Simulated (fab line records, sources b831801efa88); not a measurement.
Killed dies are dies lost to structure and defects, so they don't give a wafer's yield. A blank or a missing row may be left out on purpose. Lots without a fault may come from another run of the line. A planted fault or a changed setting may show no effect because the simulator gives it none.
Problem report in the 8D (eight disciplines) form, filled by code | flow gf180mcu | the parts of the form that need people (team, actions taken, sign-off) are left out

1. THE PROBLEM
HV_LDD_2_TW at GF_HV_LDD_TW_MEAS_23 reads a mean of 1271 on 6 wafers of 2 lots; wafers without a fault read 1063 with a standard deviation of 6.5. That is +32 standard deviations from the usual mean.
First seen on wafer L962.4, day 12 13:53, on film_metro-02. The record holds 36 wafers of 12 lots with a number at this step. Rule for "out", or "out of limits": more than 4 standard deviations from the usual mean. The other wafers with a number count as sound.

2. WHAT IT IS AND WHAT IT IS NOT
question                    | is                           | is not
which readings at this step | HV_LDD_2_TW                  | -
which lots                  | L962, L963                   | L956, L957, L958, L970, L971, L973, L974, L976, L978, L979
which wafers of those lots  | all that have a number       | -
read on which gauges        | film_metro-02, film_metro-03 | film_metro-04
when                        | from day 12 13:53            | up to then (9 sound wafers); but 21 sound wafers of L970, L971, L973, L974, L976, L978, L979 came after

3. SUSPECTS, AND WHAT RULES EACH OUT
Counting: a tool at a process step up to the reading stays a suspect if it ran every lot that is out and no sound lot after the first of them.
- the gauge at GF_HV_LDD_TW_MEAS_23: ruled out. The wafers that are out were read on 2 gauges (film_metro-02, film_metro-03).
- implanter-04 at GF_HV_LDD_IMPLANT_21: ruled out as a lasting fault. Sound lots L971, L973, L974, L976, L978 ran on it after its first lot that is out, L962 (day 12 13:41).
Left after counting: nothing in the record.

4. THE CAUSE (what the simulator had put in)
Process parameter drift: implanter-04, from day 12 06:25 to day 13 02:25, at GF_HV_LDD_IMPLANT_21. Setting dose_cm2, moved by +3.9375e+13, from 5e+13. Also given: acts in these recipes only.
Counting ruled it out, wrongly: the rule takes a fault to strike every lot that its tool runs from its start on, and this one did not.

5. THE CHAIN OF EFFECTS, in route order
Each row: a reading whose mean over the struck wafers that have a number lies more than 3 standard deviations from the usual. Only readings for which the record gives a usual standard deviation are gone through. hours: the time from each lot's start at the first step in this table that gives one to its start at this step, as a median over the lots. sigmas: the change in usual standard deviations.
hours | step                 | reading            | usual     | on struck wafers | change     | sigmas
0     | GF_HV_LDD_IMPLANT_21 | dose_ions_cm2      | 5.001e+13 | 8.945e+13        | +3.944e+13 | +99 or more
0     | GF_HV_LDD_IMPLANT_21 | faraday_current_uA | 282       | 502              | +220       | +43
0     | GF_HV_LDD_TW_MEAS_23 | HV_LDD_2_TW        | 1063      | 1271             | +208       | +32
The process steps in it:
- GF_HV_LDD_IMPLANT_21

6. WHAT WOULD HAVE CAUGHT IT SOONER
In this record the first reading out of limits at a measuring or inspecting step was taken at day 12 13:53, 7 hours after the fault began at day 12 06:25.
The tool's own readings at GF_HV_LDD_IMPLANT_21 were out on every struck wafer that the step has a row for (dose_ions_cm2, faraday_current_uA): an alarm limit on them would have fired on the first of those.
